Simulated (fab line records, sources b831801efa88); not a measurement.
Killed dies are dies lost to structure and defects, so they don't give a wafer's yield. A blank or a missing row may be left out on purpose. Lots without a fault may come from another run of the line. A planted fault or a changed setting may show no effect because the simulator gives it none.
Which tool did it? | flow gf180mcu | 10 lots, 30 wafers sampled, at 7 steps of a route of 602

WHAT THE GAUGES READ, wafer by wafer
GF_V4_RS_MEAS_24: measures by four-point-probe.
lot  | measured     | on            | V4_W_RS (ohm/sq)
L377 | day 26 16:20 | film_metro-02 | 0.337 0.336 0.335
L380 | day 27 15:23 | film_metro-04 | 0.335 0.327 0.336
L381 | day 28 01:08 | film_metro-04 | 0.337 0.333 0.338
L382 | day 28 06:44 | film_metro-03 | 0.329 0.330 0.337
L383 | day 28 11:19 | film_metro-02 | 0.334 0.327 0.334
L384 | day 28 23:15 | film_metro-03 | 0.340 0.339 0.334
L388 | day 30 02:29 | film_metro-04 | 0.335 0.374 0.331
L390 | day 30 12:37 | film_metro-02 | 0.333 0.331 0.340
L391 | day 30 20:47 | film_metro-03 | 0.333 0.334 0.373
L395 | day 31 19:32 | film_metro-03 | 0.342 0.327 0.339

GF_V4_THK_MEAS_25: measures by xrf.
lot  | measured     | on            | V4_W_THK (nm)
L377 | day 26 16:27 | film_metro-02 | 334 333 335
L380 | day 27 15:29 | film_metro-04 | 325 334 324
L381 | day 28 01:16 | film_metro-04 | 323 327 322
L382 | day 28 06:51 | film_metro-03 | 339 337 330
L383 | day 28 11:25 | film_metro-02 | 333 340 332
L384 | day 28 23:22 | film_metro-03 | 326 327 332
L388 | day 30 02:36 | film_metro-04 | 325 294 332
L390 | day 30 12:44 | film_metro-02 | 336 340 331
L391 | day 30 20:54 | film_metro-03 | 337 336 302
L395 | day 31 19:39 | film_metro-03 | 326 343 330

GF_MIM_THK_MEAS_06.
lot  | measured     | on            | MIM_CVD_05_THK (nm)
L377 | day 26 17:04 | film_metro-03 | 42.1 41.8 41.9
L380 | day 27 16:06 | film_metro-03 | 42.0 43.1 41.9
L381 | day 28 01:54 | film_metro-01 | 41.4 41.9 42.2
L382 | day 28 07:28 | film_metro-03 | 42.3 42.7 42.8
L383 | day 28 12:01 | film_metro-02 | 42.8 42.7 42.6
L384 | day 28 23:59 | film_metro-01 | 41.5 41.4 42.5
L388 | day 30 03:15 | film_metro-01 | 42.1 42.1 42.3
L390 | day 30 13:20 | film_metro-01 | 40.6 41.6 41.5
L391 | day 30 21:31 | film_metro-01 | 41.1 41.7 42.1
L395 | day 31 20:17 | film_metro-01 | 41.4 41.9 42.2

WHICH TOOL RAN EACH LOT (tool, then ch and the chambers of the sampled wafers, then the start)
lot  | GF_M4_STRIP_17                       | GF_V4_ETCH_16                      | GF_V4_CVD_23                  | GF_V4_CMP_26
L377 | plasma_asher-04 ch 0,1, day 25 16:28 | rie_diel-01 ch 0,1,2, day 26 15:27 | cvd_w-02 ch 0,1, day 26 16:13 | cmp-01 ch 0,2,3, day 26 16:31
L380 | plasma_asher-04 ch 0,1, day 26 17:07 | rie_diel-04 ch 1,3, day 27 14:27   | cvd_w-01 ch 0,1, day 27 15:15 | cmp-02 ch 0,2, day 27 15:32
L381 | plasma_asher-01 ch 0,1, day 27 02:37 | rie_diel-03 ch 0,1,2, day 28 00:15 | cvd_w-02 ch 0,1, day 28 01:02 | cmp-02 ch 0,1,2, day 28 01:22
L382 | plasma_asher-01 ch 0,1, day 27 08:25 | rie_diel-04 ch 2,3, day 28 05:44   | cvd_w-01 ch 0,1, day 28 06:37 | cmp-01 ch 2,3, day 28 06:55
L383 | plasma_asher-01 ch 0,1, day 27 12:18 | rie_diel-04 ch 1,2,3, day 28 09:58 | cvd_w-01 ch 0,1, day 28 11:11 | cmp-02 ch 2,3, day 28 11:29
L384 | plasma_asher-03 ch 0,1, day 28 01:07 | rie_diel-03 ch 0,1, day 28 22:21   | cvd_w-02 ch 0,1, day 28 23:08 | cmp-01 ch 0,2, day 28 23:26
L388 | plasma_asher-03 ch 0,1, day 29 04:58 | rie_diel-04 ch 0,2,3, day 30 01:29 | cvd_w-02 ch 0,1, day 30 02:14 | cmp-01 ch 1,2,3, day 30 02:39
L390 | plasma_asher-04 ch 0,1, day 29 15:25 | rie_diel-04 ch 0,2,3, day 30 11:44 | cvd_w-01 ch 0,1, day 30 12:29 | cmp-02 ch 1,2,3, day 30 12:53
L391 | plasma_asher-04 ch 0,1, day 29 23:19 | rie_diel-03 ch 1,2, day 30 19:54   | cvd_w-02 ch 0,1, day 30 20:40 | cmp-02 ch 1,2, day 30 20:58
L395 | plasma_asher-03 ch 0,1, day 30 22:46 | rie_diel-04 ch 0,3, day 31 18:39   | cvd_w-01 ch 0,1, day 31 19:25 | cmp-02 ch 0,1,3, day 31 19:52
- GF_M4_STRIP_17: strips in O2/N2.
- GF_V4_ETCH_16: etches BARC in N2/H2.
- GF_V4_CVD_23: deposits W, target thk 350 nm, time 104.9 s.
- GF_V4_CMP_26: polishes, stops on SiO2, t overpolish 15 s, target thk 0 nm.

WHAT THE TOOLS THEMSELVES READ (means of the sampled wafers that have a number; where no wafer has one, the mark that the record gives instead)
GF_M4_STRIP_17.
lot  | tool            | drypump_motor_current_A (A) | heater_power_w (W) | oes_product_au (a.u.) | strip_time_to_endpoint_s (s)
L377 | plasma_asher-04 | 5.52                        | 370                | 0.555                 | 7.76
L380 | plasma_asher-04 | 5.58                        | 363                | 0.559                 | 7.90
L381 | plasma_asher-01 | 5.45                        | 283                | 0.558                 | 7.84
L382 | plasma_asher-01 | 5.47                        | 287                | 0.557                 | 7.87
L383 | plasma_asher-01 | 5.47                        | 285                | 0.561                 | 7.90
L384 | plasma_asher-03 | 5.89                        | 294                | 0.551                 | 7.84
L388 | plasma_asher-03 | 5.91                        | 294                | 0.553                 | 7.88
L390 | plasma_asher-04 | 5.57                        | 360                | 0.565                 | 7.90
L391 | plasma_asher-04 | 5.51                        | 377                | 0.555                 | 7.78
L395 | plasma_asher-03 | 5.74                        | 285                | 0.556                 | 7.83

GF_V4_ETCH_16.
lot  | tool        | drypump_motor_current_A (A) | oes_product_au (a.u.) | throttle_valve_pct (%)
L377 | rie_diel-01 | 5.9                         | 0.857                 | 13.224
L380 | rie_diel-04 | 5.7                         | 0.857                 | 13.221
L381 | rie_diel-03 | 6.1                         | 0.858                 | 13.225
L382 | rie_diel-04 | 5.4                         | 0.855                 | 13.225
L383 | rie_diel-04 | 5.5                         | 0.858                 | 13.233
L384 | rie_diel-03 | 6.0                         | 0.856                 | 13.214
L388 | rie_diel-04 | 5.4                         | 0.860                 | 13.212
L390 | rie_diel-04 | 5.4                         | 0.859                 | 13.229
L391 | rie_diel-03 | 6.1                         | 0.860                 | 13.230
L395 | rie_diel-04 | 5.3                         | 0.860                 | 13.222

GF_V4_CVD_23.
lot  | tool     | heater_power_w (W)
L377 | cvd_w-02 | 898
L380 | cvd_w-01 | 882
L381 | cvd_w-02 | 900
L382 | cvd_w-01 | 867
L383 | cvd_w-01 | 888
L384 | cvd_w-02 | 896
L388 | cvd_w-02 | 905
L390 | cvd_w-01 | 866
L391 | cvd_w-02 | 905
L395 | cvd_w-01 | 889

GF_V4_CMP_26.
lot  | tool   | motor_current_A (A) | slurry_filter_dp_kPa (kPa) | time_to_endpoint_s (s)
L377 | cmp-01 | 11.9                | 13.49                      | 86
L380 | cmp-02 | 11.8                | 13.59                      | 79
L381 | cmp-02 | 11.7                | 13.43                      | 77
L382 | cmp-01 | 11.1                | 13.48                      | 86
L383 | cmp-02 | 10.5                | 13.58                      | 86
L384 | cmp-01 | 10.8                | 13.51                      | 82
L388 | cmp-01 | 11.7                | 13.54                      | 82
L390 | cmp-02 | 11.1                | 13.55                      | 84
L391 | cmp-02 | 11.5                | 13.62                      | 77
L395 | cmp-02 | 11.4                | 13.47                      | 81

THE ANSWER, worked out from the rows above alone
Rule: what is usual is taken from the lots themselves. Put in order of their means at a reading, lots are off if they are a third of the lots or fewer, leave a main group of 4 or more, and stand apart from it by a gap of 3 or more times the standard deviation of the main group's means; of several such gaps the widest counts. A main group whose means are all the same, to the digits that the tables above print for the reading, isn't used. A lot without any number at a reading at which 4 lots or more have one is off too. The other lots that the step has rows for count as sound. The gauges are gone through in route order, then the tools' own readings, and for those a lot's mean is taken as printed above. The first step at which some lot is off is used, and at that step the reading that is off furthest; a lot without a number counts as furthest.
Off: L388, L391, at GF_V4_RS_MEAS_24 (V4_W_RS). The main group: mean 0.335 ohm/sq, standard deviation 0.0021.
A tool fits if, at a process step before that reading, it ran every lot that is off, and no sound lot after the first of them. The gauges at GF_V4_RS_MEAS_24 are tried like those tools. One fits: cvd_w-02 at GF_V4_CVD_23. Its last sound lot is L384 (day 28 23:08), its first lot that is off L388 (day 30 02:14): a fault that began between those two fits.

WHAT THE SIMULATOR HAD PUT IN
Process parameter drift: cvd_w-02, from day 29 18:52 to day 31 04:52, at GF_V4_CVD_23. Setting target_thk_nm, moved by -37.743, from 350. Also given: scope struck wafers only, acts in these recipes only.
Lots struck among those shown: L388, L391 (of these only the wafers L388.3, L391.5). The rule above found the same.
